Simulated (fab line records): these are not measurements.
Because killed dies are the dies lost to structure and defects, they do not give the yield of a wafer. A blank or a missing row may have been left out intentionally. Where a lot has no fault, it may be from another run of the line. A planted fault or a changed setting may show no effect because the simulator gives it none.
Matching of chambers / flow sky130 / 4 sister chambers for SKY_VIA3_ETCH_14 on rieDiel-01
The step etches BARC in N2/H2, stops on SiO2, time 45.9 s, target depth 60 nm. 20 wafers are shown with their chamber, then 10 later ones without.

== WAFERS WITH THEIR CHAMBER ==
wafer=L077.2; chamber=1; oesProductAu (a.u.)=0.850; throttleValvePct (%)=13.222
wafer=L077.4; chamber=3; oesProductAu (a.u.)=0.855; throttleValvePct (%)=13.229
wafer=L077.5; chamber=3; oesProductAu (a.u.)=0.854; throttleValvePct (%)=13.233
wafer=L079.1; chamber=2; oesProductAu (a.u.)=0.861; throttleValvePct (%)=13.224
wafer=L079.3; chamber=1; oesProductAu (a.u.)=0.860; throttleValvePct (%)=13.207
wafer=L079.4; chamber=3; oesProductAu (a.u.)=0.853; throttleValvePct (%)=13.217
wafer=L080.1; chamber=2; oesProductAu (a.u.)=0.859; throttleValvePct (%)=13.236
wafer=L080.2; chamber=3; oesProductAu (a.u.)=0.850; throttleValvePct (%)=13.230
wafer=L080.3; chamber=0; oesProductAu (a.u.)=0.850; throttleValvePct (%)=13.237
wafer=L082.1; chamber=3; oesProductAu (a.u.)=0.857; throttleValvePct (%)=13.219
wafer=L082.2; chamber=2; oesProductAu (a.u.)=0.847; throttleValvePct (%)=13.205
wafer=L082.4; chamber=1; oesProductAu (a.u.)=0.853; throttleValvePct (%)=13.236
wafer=L086.1; chamber=0; oesProductAu (a.u.)=0.852; throttleValvePct (%)=13.219
wafer=L086.3; chamber=0; oesProductAu (a.u.)=0.853; throttleValvePct (%)=13.199
wafer=L086.5; chamber=0; oesProductAu (a.u.)=0.852; throttleValvePct (%)=13.221
wafer=L085.2; chamber=1; oesProductAu (a.u.)=0.853; throttleValvePct (%)=13.210
wafer=L085.5; chamber=3; oesProductAu (a.u.)=0.857; throttleValvePct (%)=13.223
wafer=L085.6; chamber=1; oesProductAu (a.u.)=0.851; throttleValvePct (%)=13.220
wafer=L087.1; chamber=3; oesProductAu (a.u.)=0.863; throttleValvePct (%)=13.238
wafer=L087.3; chamber=1; oesProductAu (a.u.)=0.852; throttleValvePct (%)=13.236

SIGNATURES (means of the wafers above)
reading=oesProductAu; chamber 0=0.85175; chamber 1=0.85317; chamber 2=0.85567; chamber 3=0.85557; scatter within a chamber=0.0042
reading=throttleValvePct; chamber 0=13.21900; chamber 1=13.22183; chamber 2=13.22167; chamber 3=13.22700; scatter within a chamber=0.0121
Rule: a wafer lies at a distance from a chamber equal to the root of the sum of squares, over the readings, of (its reading less the chamber's mean, divided by the reading's scatter). If the next closest chamber is less than 2 further off than the closest, the wafer can't be placed; otherwise it belongs to the closest. The scatter: take each reading less its chamber's mean, square it, sum over the shown wafers, divide by the number of wafers less the number of chambers, and take the root.

== WAFERS WITH NO CHAMBER GIVEN ==
wafer=L087.6; oesProductAu (a.u.)=0.846; throttleValvePct (%)=13.214
wafer=L088.2; oesProductAu (a.u.)=0.856; throttleValvePct (%)=13.210
wafer=L088.3; oesProductAu (a.u.)=0.851; throttleValvePct (%)=13.228
wafer=L088.4; oesProductAu (a.u.)=0.857; throttleValvePct (%)=13.223
wafer=L089.2; oesProductAu (a.u.)=0.857; throttleValvePct (%)=13.223
wafer=L089.5; oesProductAu (a.u.)=0.853; throttleValvePct (%)=13.218
wafer=L089.6; oesProductAu (a.u.)=0.856; throttleValvePct (%)=13.229
wafer=L092.2; oesProductAu (a.u.)=0.863; throttleValvePct (%)=13.221
wafer=L092.4; oesProductAu (a.u.)=0.863; throttleValvePct (%)=13.231
wafer=L092.5; oesProductAu (a.u.)=0.855; throttleValvePct (%)=13.240

== WHICH CHAMBER EACH ONE RAN IN ==
wafer=L087.6; from the rows above=can't be placed: 0 or 1 or 2 or 3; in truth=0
wafer=L088.2; from the rows above=can't be placed: 2 or 1 or 0 or 3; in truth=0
wafer=L088.3; from the rows above=can't be placed: 1 or 0 or 3 or 2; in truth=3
wafer=L088.4; from the rows above=can't be placed: 2 or 3 or 1 or 0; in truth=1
wafer=L089.2; from the rows above=can't be placed: 2 or 3 or 1 or 0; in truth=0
wafer=L089.5; from the rows above=can't be placed: 0 or 1 or 2 or 3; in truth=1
wafer=L089.6; from the rows above=can't be placed: 3 or 2 or 1 or 0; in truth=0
wafer=L092.2; from the rows above=can't be placed: 2 or 3 or 1 or 0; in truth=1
wafer=L092.4; from the rows above=can't be placed: 3 or 2 or 1 or 0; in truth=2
wafer=L092.5; from the rows above=can't be placed: 3 or 2 or 1 or 0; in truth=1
0 of 10 placed correctly. From these rows, 10 cannot be placed; in 10 the true chamber is one of the candidates. 0 placed wrongly.
